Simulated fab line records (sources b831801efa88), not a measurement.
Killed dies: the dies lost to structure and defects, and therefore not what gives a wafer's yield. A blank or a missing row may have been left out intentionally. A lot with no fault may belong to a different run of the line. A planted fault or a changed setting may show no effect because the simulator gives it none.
A lot that was struck, set against a sound lot :: flow sky130 :: 14 steps out of a route of 708
Sound: these wafers, L370.1, L370.4, L370.5. Struck: wafers L379.4, L379.5, L379.6. Last of all comes the cause.
For every step that has rows: the tool of each side, followed by ch and its chambers, followed by its first start. Under that, the readings that differ: sound wafers :: struck wafers :: difference of the means :: sigmas: that difference in standard deviations of wafers without a fault.
alike: a reading whose means differ by less than 2 such deviations, as well as words and numbers matching on both sides. not compared: withheld readings; readings where some wafer has no value; bounds like >300 that might hide an equal value; numbers whose values overlap and for which the record gives no deviation.
A row with sigmas, a row that says differs or no value, or rows on one side alone: a step with any of these is where the two part. When numbers do not overlap yet have no deviation, they are printed without sigmas and do not part them. Lack of a reading on every wafer of one side parts them only where that side has two or more wafers.

first, 6 steps without rows for these wafers: SKY_METAL3_COAT_07 (resist thk 60 nm); SKY_METAL3_COAT_08 (resist thk 1140 nm); SKY_METAL3_SOFTBAKE_09 (time 90 s); SKY_METAL3_EXPOSE_10 (exposes mask MM3, target cd 300 nm); SKY_METAL3_PEB_11; SKY_METAL3_DEVELOP_12 (develop time 60 s).
SKY_METAL3_CD_MEAS_13: the cd target is 300 nm.
  sound on cd-sem-02, day 38 20:40; struck on cd-sem-02, day 41 08:25
  alike: cd-nm
SKY_METAL3_OVL_MEAS_14:
  sound on overlay-02, day 38 20:47; struck on overlay-02, day 41 08:30
  alike: METAL3_OVL
SKY_METAL3_DESCUM_15: chemistry O2, time 8 s.
  sound on rie-metal-02 ch 0, day 38 20:50; struck on rie-metal-04 ch 0,1, day 41 08:32
  alike: drypump-motor-current-A, oes-product-au, rf-fwd-power-W
  not compared: rf-hours-counter-h
SKY_METAL3_ETCH_16: etches BARC in N2/H2, stops on SiO2, time 88.2 s, target depth 60 nm.
  sound on rie-metal-02 ch 0, day 38 20:53; struck on rie-metal-04 ch 0,1, day 41 08:35
  alike: drypump-motor-current-A, oes-product-au, rf-fwd-power-W, throttle-valve-pct
  not compared: rf-hours-counter-h
SKY_METAL3_ETCH_17: etches SiO2 in C4F8/O2/Ar, stops on TiN, time 3.9 s, target depth 15 nm.
  sound on rie-diel-02 ch 1,3, day 38 21:05; struck on rie-diel-04 ch 0,3, day 41 08:39
  alike: oes-product-au, rf-fwd-power-W
SKY_METAL3_METAL_ETCH_18: etches the open film in Cl2/BCl3, stops on SiO2, target depth 845 nm, time 183.1 s.
  sound on rie-metal-04 ch 1, day 38 21:07; struck on rie-metal-01 ch 0,1, day 41 08:44
  alike: drypump-motor-current-A, oes-product-au, rf-fwd-power-W, throttle-valve-pct
  not compared: rf-hours-counter-h
SKY_METAL3_STRIP_19: strips in O2/N2.
  sound on plasma-asher-04 ch 0, day 38 21:17; struck on plasma-asher-02 ch 0,1, day 41 08:53
  no value came back on the struck wafers for any of 6 readings (chamber-pressure-mTorr (mTorr), drypump-motor-current-A (A) and others); on the sound wafers chamber-pressure-mTorr (mTorr) reads 1500 1501 1498
reading: model.KrF-thick_of_METAL3_COAT_08.thk-nm (nm)
sound: 0 0 0
struck: 528.4 526.4 527.4
difference: +527.4
sigmas: 
  not compared: rf-hours-counter-h
then, 1 step without rows for these wafers: SKY_METAL3_STRIP_20 (strips in post etch residue remover, time 1200 s).

WHERE THEY PART
Only at SKY_METAL3_STRIP_19, within this record.

WHY: the cause the simulator had injected
Beginning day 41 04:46, the whole step at SKY_METAL3_STRIP_19 was skipped on plasma-asher-02. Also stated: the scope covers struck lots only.
